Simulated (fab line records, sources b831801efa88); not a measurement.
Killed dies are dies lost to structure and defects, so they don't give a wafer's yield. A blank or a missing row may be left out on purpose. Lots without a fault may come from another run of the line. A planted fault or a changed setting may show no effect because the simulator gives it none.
Chamber matching | flow gf180mcu | GF_POLY_GATE_ETCH_12 on rie_diel-01: 4 sister chambers
The step etches BARC in N2/H2. 18 wafers are shown with their chamber, then 9 later ones without.

WAFERS WITH THEIR CHAMBER
wafer  | chamber | drypump_motor_current_A (A) | throttle_valve_pct (%) | oes_product_au (a.u.)
L074.1 | 1       | 4.9                         | 13.231                 | 0.735
L074.2 | 0       | 6.0                         | 13.221                 | 0.738
L074.3 | 3       | 5.2                         | 13.200                 | 0.729
L074.4 | 0       | 6.0                         | 13.221                 | 0.735
L074.5 | 3       | 5.2                         | 13.225                 | 0.731
L074.6 | 1       | 5.0                         | 13.225                 | 0.734
L077.1 | 3       | 5.2                         | 13.215                 | 0.735
L077.5 | 2       | 5.7                         | 13.210                 | 0.731
L077.6 | 1       | 4.9                         | 13.219                 | 0.740
L079.1 | 3       | 5.2                         | 13.222                 | 0.744
L079.4 | 1       | 5.0                         | 13.224                 | 0.729
L079.6 | 0       | 6.0                         | 13.216                 | 0.735
L082.1 | 3       | 5.2                         | 13.233                 | 0.729
L082.5 | 0       | 6.0                         | 13.209                 | 0.743
L082.6 | 3       | 5.2                         | 13.215                 | 0.744
L088.1 | 2       | 5.7                         | 13.211                 | 0.736
L088.3 | 1       | 4.9                         | 13.224                 | 0.722
L088.5 | 1       | 4.9                         | 13.226                 | 0.735

SIGNATURES (means of the wafers above)
reading                 | chamber 0 | chamber 1 | chamber 2 | chamber 3 | scatter within a chamber
drypump_motor_current_A | 6.000     | 4.933     | 5.700     | 5.200     | 0.0309
throttle_valve_pct      | 13.21675  | 13.22483  | 13.21050  | 13.21833  | 0.00758
oes_product_au          | 0.73775   | 0.73250   | 0.73350   | 0.73533   | 0.00596
Rule: a wafer's distance from a chamber is the root of the sum, over the readings, of the square of ((its reading less the chamber's mean) divided by the reading's scatter). The wafer belongs to the nearest chamber; if the next one is less than 2 further off, it can't be placed. The scatter: the root of (the sum of the squares of (reading less its chamber's mean) over the shown wafers, divided by (wafers less chambers)).

WAFERS WITHOUT THEIR CHAMBER
wafer  | drypump_motor_current_A (A) | throttle_valve_pct (%) | oes_product_au (a.u.)
L090.4 | 4.9                         | 13.225                 | 0.739
L090.5 | 5.7                         | 13.227                 | 0.732
L090.6 | 5.2                         | 13.206                 | 0.731
L094.1 | 5.6                         | 13.221                 | 0.743
L094.5 | 4.9                         | 13.224                 | 0.733
L094.6 | 5.7                         | 13.221                 | 0.741
L095.3 | 5.7                         | 13.217                 | 0.730
L095.5 | 6.1                         | 13.212                 | 0.733
L095.6 | 5.2                         | 13.212                 | 0.735

WHICH CHAMBER EACH WENT THROUGH
wafer  | from the rows above | in truth
L090.4 | 1                   | 1
L090.5 | 2                   | 2
L090.6 | 3                   | 3
L094.1 | 2                   | 2
L094.5 | 1                   | 1
L094.6 | 2                   | 2
L095.3 | 2                   | 2
L095.5 | 0                   | 0
L095.6 | 3                   | 3
Placed correctly: 9 of 9. Can't be placed from these rows: 0. Placed wrongly: 0.
